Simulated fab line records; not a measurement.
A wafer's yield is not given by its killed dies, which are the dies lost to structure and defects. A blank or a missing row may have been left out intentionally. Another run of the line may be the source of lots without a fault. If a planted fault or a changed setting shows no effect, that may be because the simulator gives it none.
Which tool was responsible? :: flow gf180mcu :: 6 lots with 18 wafers sampled at 2 steps, on a route of 602 steps

## WHAT THE GAUGES READ, wafer by wafer
GF_MVSD_OVL_MEAS_07.
lot: L338
measured: day 4 17:13
on: overlay-02
MVSD_OVL (nm): 2.0 -1.4 -0.4

lot: L341
measured: day 5 09:32
on: overlay-01
MVSD_OVL (nm): - - -

lot: L344
measured: day 6 02:31
on: overlay-02
MVSD_OVL (nm): -1.0 0.2 -0.5

lot: L355
measured: day 8 18:07
on: overlay-02
MVSD_OVL (nm): 0.8 2.3 2.3

lot: L358
measured: day 9 10:44
on: overlay-02
MVSD_OVL (nm): -0.1 -2.0 -2.6

lot: L360
measured: day 10 00:20
on: overlay-01
MVSD_OVL (nm): 0.3 0.0 1.0

## TOOL THAT RAN EACH LOT (tool first, then ch and the chambers of the sampled wafers, then the start)
lot: L338
GF_MVSD_EXPOSE_04: iline-stepper-02 ch 0, day 4 10:07

lot: L341
GF_MVSD_EXPOSE_04: iline-stepper-02 ch 0, day 5 02:16

lot: L344
GF_MVSD_EXPOSE_04: iline-stepper-02 ch 0, day 5 19:01

lot: L355
GF_MVSD_EXPOSE_04: iline-stepper-02 ch 0, day 8 09:56

lot: L358
GF_MVSD_EXPOSE_04: iline-stepper-01 ch 0, day 9 02:22

lot: L360
GF_MVSD_EXPOSE_04: iline-stepper-01 ch 0, day 9 16:19
- GF_MVSD_EXPOSE_04: exposes mask MVSD, target cd 1000 nm.

## THE ANSWER, worked out from the rows above alone
Rule: the lots themselves supply what counts as usual. The widest of any qualifying gaps counts: lots, ordered by their means at a reading, are off when they make up no more than a third of the lots, leave a main group of 4 or more, and stand apart from it by 3 or more times the standard deviation of that group's means. Not used: any main group whose means are identical at the precision the tables above print for the reading. Also off: a lot with no number at a reading for which 4 or more lots have one. Where the step has rows for the other lots, those lots are counted as sound.
Off: at GF_MVSD_OVL_MEAS_07 (MVSD_OVL), L341. Without a number there: L341. For the main group the mean is 0.1 nm and the standard deviation 1.1.
A tool fits if, at a process step before that reading, it ran every lot that is off, and no sound lot after the first of them. Gauges at GF_MVSD_OVL_MEAS_07: tried the same way as those tools. Of those tried, none fits.

## WHAT HAD BEEN PUT IN BY THE SIMULATOR
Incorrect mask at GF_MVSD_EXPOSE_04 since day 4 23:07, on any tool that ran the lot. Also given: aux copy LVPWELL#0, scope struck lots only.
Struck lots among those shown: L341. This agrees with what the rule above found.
